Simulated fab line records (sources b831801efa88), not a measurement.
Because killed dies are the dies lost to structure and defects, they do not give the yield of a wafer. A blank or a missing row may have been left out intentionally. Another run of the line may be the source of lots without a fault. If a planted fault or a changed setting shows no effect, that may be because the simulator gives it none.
Which tool is to blame?	flow sfq_line	Sampling: 9 lots, 27 wafers, 2 of 325 route steps

WHAT EACH GAUGE READ, for each wafer
SFQ_I4_BOW_MEAS_927.
lot	measured	on	I4_BOW (um)
L920	day 44 06:44	film_metro-03	-1 -3 4
L921	day 44 12:29	film_metro-01	-5 -9 -13
L922	day 45 03:34	film_metro-04	-10 -13 -8
L923	day 45 15:33	film_metro-01	23 11 25
L927	day 52 15:46	film_metro-04	8 11 2
L933	day 54 02:52	film_metro-04	-1 4 2
L940	day 55 08:36	film_metro-03	-7 -2 -8
L942	day 55 11:38	film_metro-01	7 -11 -7
L943	day 55 16:23	film_metro-03	4 3 4

EACH LOT AND THE TOOL THAT RAN IT (in order: tool; ch and the chambers of the sampled wafers; start)
lot	SFQ_TRILAYER_M4_BARC_OPEN_METAL_ETCH_123
L920	rie_metal-01 ch 0,1, day 43 23:39
L921	rie_metal-04 ch 0,1, day 44 05:16
L922	rie_metal-04 ch 0,1, day 44 23:31
L923	rie_metal-01 ch 0,1, day 45 06:46
L927	rie_metal-01 ch 0,1, day 52 09:56
L933	rie_metal-01 ch 0,1, day 53 22:50
L940	rie_metal-04 ch 0, day 55 03:56
L942	rie_metal-01 ch 0,1, day 55 07:34
L943	rie_metal-01 ch 0,1, day 55 12:20
- SFQ_TRILAYER_M4_BARC_OPEN_METAL_ETCH_123: etches BARC in O2, target depth 125 nm, time 41.7 s.

THE ANSWER, worked out from the rows above alone
Rule: usual is defined by the lots themselves. Put in order of their means at a reading, lots are off if they are a third of the lots or fewer, leave a main group of 4 or more, and stand apart from it by a gap of 3 or more times the standard deviation of the main group's means; of several such gaps the widest counts. The tables above print the reading to a certain number of digits; a main group whose means all agree to those digits is not used. A lot without any number at a reading at which 4 lots or more have one is off too. The other lots that the step has rows for count as sound.
Across all readings shown, no lot is off: no conclusion can be drawn from this.

WHAT THE SIMULATOR HAD INSERTED
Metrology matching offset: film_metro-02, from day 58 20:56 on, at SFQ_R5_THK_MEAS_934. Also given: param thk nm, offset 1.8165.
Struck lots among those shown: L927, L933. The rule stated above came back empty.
